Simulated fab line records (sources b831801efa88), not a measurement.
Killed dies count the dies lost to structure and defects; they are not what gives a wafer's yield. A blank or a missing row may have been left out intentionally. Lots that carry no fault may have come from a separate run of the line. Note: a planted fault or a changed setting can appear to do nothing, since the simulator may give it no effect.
Comparing a struck lot with a sound one ; flow sky130 ; 18 out of 708 route steps
Sound: wafers L798.3, L798.4, L798.5. Struck: wafers L803.2, L803.4 (left out: L803.1, a lot-mate that was not struck); the cause follows at the end.
Per side, at each step with rows, come the tool, then ch with its chambers, and then its first start. Under that, the readings that differ: sound wafers ; struck wafers ; difference of the means ; sigmas: that difference in standard deviations of wafers without a fault.
alike: readings with means less than 2 such deviations apart, plus words and numbers identical on both sides. not compared: withheld readings, readings lacking a value on some wafer, bounds such as >300 that could conceal the same value, and numbers that have no deviation in the record and whose values overlap.
The two part at a step that has a row with sigmas, a row that says differs or no value, or rows on one side only. Non-overlapping numbers with no deviation appear without sigmas and do not part them. A reading missing from all wafers of one side parts the sides only when that side holds two or more wafers.

first, 2 steps without rows for these wafers: SKY_CONTACT_PEB_12; SKY_CONTACT_DEVELOP_13 (develop time 60 s).
SKY_CONTACT_CD_MEAS_14 targets a cd of 170 nm.
  struck on cd sem-01, day 36 21:11; sound on cd sem-01, day 35 01:59
  alike: cd nm
SKY_CONTACT_OVL_MEAS_15:
  struck on overlay-01, day 36 21:19; sound on overlay-01, day 35 02:04
  alike: CONTACT_OVL
SKY_CONTACT_ETCH_16: etches BARC in N2/H2, stops on SiO2, time 45.9 s, target depth 60 nm.
  sound on rie diel-04 ch 0,2, day 35 02:07; struck on rie diel-04 ch 0,3, day 36 21:20
reading;sound;struck;difference;sigmas
rf hours counter h (h);- - -;2 15;no value on the sound wafers;
  alike: drypump motor current A, oes product au, throttle valve pct
then, 1 step without rows for these wafers: SKY_CONTACT_ETCH_17 (etches SiO2 in C4F8/O2/Ar, stops on Si3N4, target depth 340 nm).
SKY_CONTACT_ETCH_18: etches Si3N4 in CHF3/O2, stops on TiN, time 39 s, target depth 75 nm.
  sound on rie diel-04 ch 0,2; struck on rie diel-04 ch 0,3
reading;sound;struck;difference;sigmas
rf hours counter h (h);- - -;2 15;no value on the sound wafers;
  alike: drypump motor current A, oes product au, throttle valve pct
SKY_CONTACT_STRIP_19: strips in O2/N2.
  sound on plasma asher-01 ch 0,1, day 35 02:20; struck on plasma asher-01 ch 1, day 36 21:29
  alike: drypump motor current A, oes product au, strip time to endpoint s
  not compared: rf hours counter h
then, 3 steps without rows for these wafers: SKY_CONTACT_STRIP_20 (strips in post etch residue remover, time 1200 s); SKY_CONTACT_CLEAN_21 (cleans in IPA, time 180 s); SKY_CONTACT_CLEAN_22 (cleans in O3/DIW).
SKY_CONTACT_SPUTTER_23: material TiN, target thk 20 nm, time 80 s.
  struck on pvd sputter-01, day 36 22:10; sound on pvd sputter-01, day 35 02:55
  alike: throttle valve pct
SKY_CONTACT_CVD_24: deposits W, target thk 340 nm, time 102.12 s.
  sound on cvd w-01 ch 0,1, day 35 03:01; struck on cvd w-02 ch 0, day 36 22:13
reading;sound;struck;difference;sigmas
model.W_of_CONTACT_CVD_24.thk nm (nm);337.1 355.1 340.9;480 480.8;+136;
  alike: chamber pressure Torr, heater power w
SKY_CONTACT_RS_MEAS_25: uses a four-point probe to measure.
  struck on film metro-02, day 36 22:20; sound on film metro-02, day 35 03:08
reading;sound;struck;difference;sigmas
CONTACT_W_RS (ohm/sq);0.341 0.324 0.338;0.239 0.239;-0.095;-16
SKY_CONTACT_THK_MEAS_26: measures by xrf.
  struck on film metro-02, day 36 22:27; sound on film metro-02, day 35 03:14
reading;sound;struck;difference;sigmas
CONTACT_W_THK (nm);326 341 329;462 463;+130;+20
SKY_CONTACT_CMP_27: polishes, stops on SiO2, t overpolish 15 s, target thk 0 nm.
  sound on cmp-02 ch 0,1,3, day 35 03:16; struck on cmp-02 ch 0,2, day 36 22:31
reading;sound;struck;difference;sigmas
time to endpoint s (s);81 84 78;114 115;+34;+8
  alike: head pressure psi, motor current A
SKY_METAL1_SPUTTER_00: material Ti, target thk 15 nm, time 10 s.
  struck on pvd sputter-02, day 36 22:49; sound on pvd sputter-02, day 35 03:34
  alike: throttle valve pct
following that, these wafers have no rows for 1 step: SKY_PAD_OPEN_PROBE_99.

## WHERE THEY PART
Earliest at SKY_CONTACT_ETCH_16; latest, in this record, at SKY_CONTACT_CMP_27. Later steps at which nothing parts them and some readings are alike: SKY_METAL1_SPUTTER_00.

WHY: whatever the simulator had introduced
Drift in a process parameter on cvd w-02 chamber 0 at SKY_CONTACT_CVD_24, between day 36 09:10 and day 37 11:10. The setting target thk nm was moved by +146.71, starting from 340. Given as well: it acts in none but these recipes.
